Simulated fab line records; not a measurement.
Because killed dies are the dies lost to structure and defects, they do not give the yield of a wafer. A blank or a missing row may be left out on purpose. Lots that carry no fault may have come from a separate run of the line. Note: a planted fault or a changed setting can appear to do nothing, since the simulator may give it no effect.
Which tool did it? / flow sky130 / 7 lots, 21 wafers sampled, at 1 step of a route of 708

WHAT THE GAUGES READ, wafer by wafer
SKY_METAL3_CD_MEAS_13: target cd 300 nm.
lot=L856; measured=day 39 19:22; on=cdSem-02; cdNm (nm)=298.0 298.1 298.0
lot=L860; measured=day 40 20:49; on=cdSem-01; cdNm (nm)=300.3 299.4 299.9
lot=L863; measured=day 41 23:58; on=cdSem-01; cdNm (nm)=302.9 303.6 302.8
lot=L865; measured=day 42 17:00; on=cdSem-01; cdNm (nm)=301.7 301.1 300.4
lot=L867; measured=day 42 23:40; on=cdSem-02; cdNm (nm)=298.3 299.6 299.0
lot=L873; measured=day 44 08:58; on=cdSem-01; cdNm (nm)=300.7 300.4 302.6
lot=L875; measured=day 45 01:27; on=cdSem-01; cdNm (nm)=298.5 299.0 299.0

WHAT TOOL EACH LOT RAN ON (gives the tool, then ch and the chambers of the sampled wafers, and finally the start)
Before these readings, the record contains no process step.

THE ANSWER, worked out from the rows above alone
Rule: the lots themselves supply what counts as usual. Put in order of their means at a reading, lots are off if they are a third of the lots or fewer, leave a main group of 4 or more, and stand apart from it by a gap of 3 or more times the standard deviation of the main group's means; of several such gaps the widest counts. A main group is skipped when, at the precision printed for the reading in the tables above, its means are all equal. A lot without any number at a reading at which 4 lots or more have one is off too. The other lots that the step has rows for count as sound.
Across all readings shown, no lot is off: no conclusion can be drawn from this.

WHAT HAD BEEN PUT IN BY THE SIMULATOR
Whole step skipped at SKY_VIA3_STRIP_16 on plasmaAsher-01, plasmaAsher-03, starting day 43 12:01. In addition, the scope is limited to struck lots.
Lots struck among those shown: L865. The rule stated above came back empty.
